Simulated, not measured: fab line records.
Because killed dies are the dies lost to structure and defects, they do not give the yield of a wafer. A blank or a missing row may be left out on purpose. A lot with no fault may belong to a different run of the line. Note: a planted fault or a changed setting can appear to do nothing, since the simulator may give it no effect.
Comparing a struck lot with a sound one | flow gf180mcu | 20 out of 602 route steps
Sound: the wafers L433.2, L433.3, L433.6. Struck: wafer L441.5; the same lot's L441.6 was not struck, so it is left out; see the end for the cause.
Order at every step that has rows: each side's tool, ch and its chambers, its first start. Under that, the readings that differ: sound wafers | struck wafers | difference of the means | sigmas: that difference in standard deviations of wafers without a fault.
alike: a reading whose means differ by less than 2 such deviations, as well as words and numbers matching on both sides. not compared: withheld readings; readings where some wafer has no value; bounds like >300 that might hide an equal value; numbers whose values overlap and for which the record gives no deviation.
A row with sigmas, a row that says differs or no value, or rows on one side alone: a step with any of these is where the two part. Numbers that have no deviation but don't overlap get no sigmas and don't part them. A reading missing from all wafers of one side parts the sides only when that side holds two or more wafers.

first, 2 steps without rows for these wafers: GF_M1_CLEAN_19 (cleans in DIW); GF_V1_CVD_00 (deposits SiO2, target thk 600 nm, time 100 s).
GF_V1_THK_MEAS_01:
  sound on filmMetro-01 at day 18 16:23; struck on filmMetro-02 at day 21 19:37
  alike: V1_CVD_00_THK
GF_V1_CVD_02: deposits SiO2 from TEOS, target thk 850 nm, time 94.851 s.
  sound on pecvd-02 ch 0,1,2, day 18 16:26; struck on pecvd-02 ch 0, day 21 19:40
  alike: heaterPowerW, rfFwdPowerW
GF_V1_THK_MEAS_03:
  sound on filmMetro-02 at day 18 16:31; struck on filmMetro-02 at day 21 19:44
  alike: V1_CVD_02_THK
GF_V1_CMP_04: polishes SiO2.
  sound on cmp-01 ch 1,2,3, day 18 16:37; struck on cmp-01 ch 3, day 21 19:58
reading               | sound             | struck | difference | sigmas
headPressurePsi (psi) | 3.990 4.005 3.991 | 4.016  | +0.021     | +2
  alike: motorCurrentA, timeToEndpointS
GF_V1_BOW_MEAS_05:
  sound on filmMetro-01 at day 18 16:53; struck on filmMetro-01 at day 21 20:08
  alike: V1_BOW
then, 5 steps without rows for these wafers: GF_V1_DEHYDRATE_06 (time 60 s); GF_V1_HMDS_07 (prime time 60 s); GF_V1_COAT_08; GF_V1_COAT_09 (resist thk 1000 nm); GF_V1_SOFTBAKE_10 (time 60 s).
GF_V1_EXPOSE_11: exposes mask Via1, target cd 260 nm.
  sound on krfScanner-01 ch 0, day 19 05:31; struck on krfScanner-02 ch 0, day 22 08:05
  alike: mask
then, 2 steps without rows for these wafers: GF_V1_PEB_12 (peb time 90 s); GF_V1_DEVELOP_13 (develop time 60 s).
GF_V1_CD_MEAS_14: target cd 260 nm.
  sound on cdSem-02 at day 19 17:13; struck on cdSem-01 at day 22 19:47
reading   | sound             | struck | difference | sigmas
cdNm (nm) | 258.0 258.1 259.3 | 262.8  | +4.3       | +3
GF_V1_OVL_MEAS_15:
  sound on overlay-01 at day 19 17:20; struck on overlay-02 at day 22 19:51
reading     | sound  | struck | difference | sigmas
V1_OVL (nm) | 8 6 12 | -8     | -17        | -3
GF_V1_ETCH_16: etches BARC in N2/H2.
  sound on rieDiel-02 ch 1,2, day 19 17:22; struck on rieDiel-04 ch 2, day 22 19:53
reading             | sound             | struck | difference | sigmas
oesProductAu (a.u.) | 0.857 0.863 0.852 | 0.843  | -0.014     | -3
model.V1.cdNm (nm)  | 257.6 258.3 259   | 261.9  | +3.6       | 
  alike: drypumpMotorCurrentA, rfFwdPowerW, throttleValvePct
GF_V1_ETCH_17: etches SiO2 in C4F8/O2/Ar, stops on TiN, target depth 630 nm.
  sound: rieDiel-02 ch 1,2; struck: rieDiel-04 ch 2
reading            | sound             | struck | difference | sigmas
rfFwdPowerW (W)    | 1496 1500 1501    | 1485   | -14        | -3
model.V1.cdNm (nm) | 257.7 257.5 259.1 | 260.9  | +2.8       | 
  alike: oesProductAu
GF_V1_STRIP_18: strips in O2/N2.
  sound on plasmaAsher-03 ch 0,1, day 19 17:29; struck on plasmaAsher-04 ch 0, day 22 20:03
  alike: drypumpMotorCurrentA, heaterPowerW, oesProductAu
  not compared: rfHoursCounterH

## WHERE THEY PART
Earliest at GF_V1_CMP_04; latest, in this record, at GF_V1_ETCH_17. Later steps at which nothing parts them and some readings are alike: GF_V1_STRIP_18.

WHY: whatever the simulator had introduced
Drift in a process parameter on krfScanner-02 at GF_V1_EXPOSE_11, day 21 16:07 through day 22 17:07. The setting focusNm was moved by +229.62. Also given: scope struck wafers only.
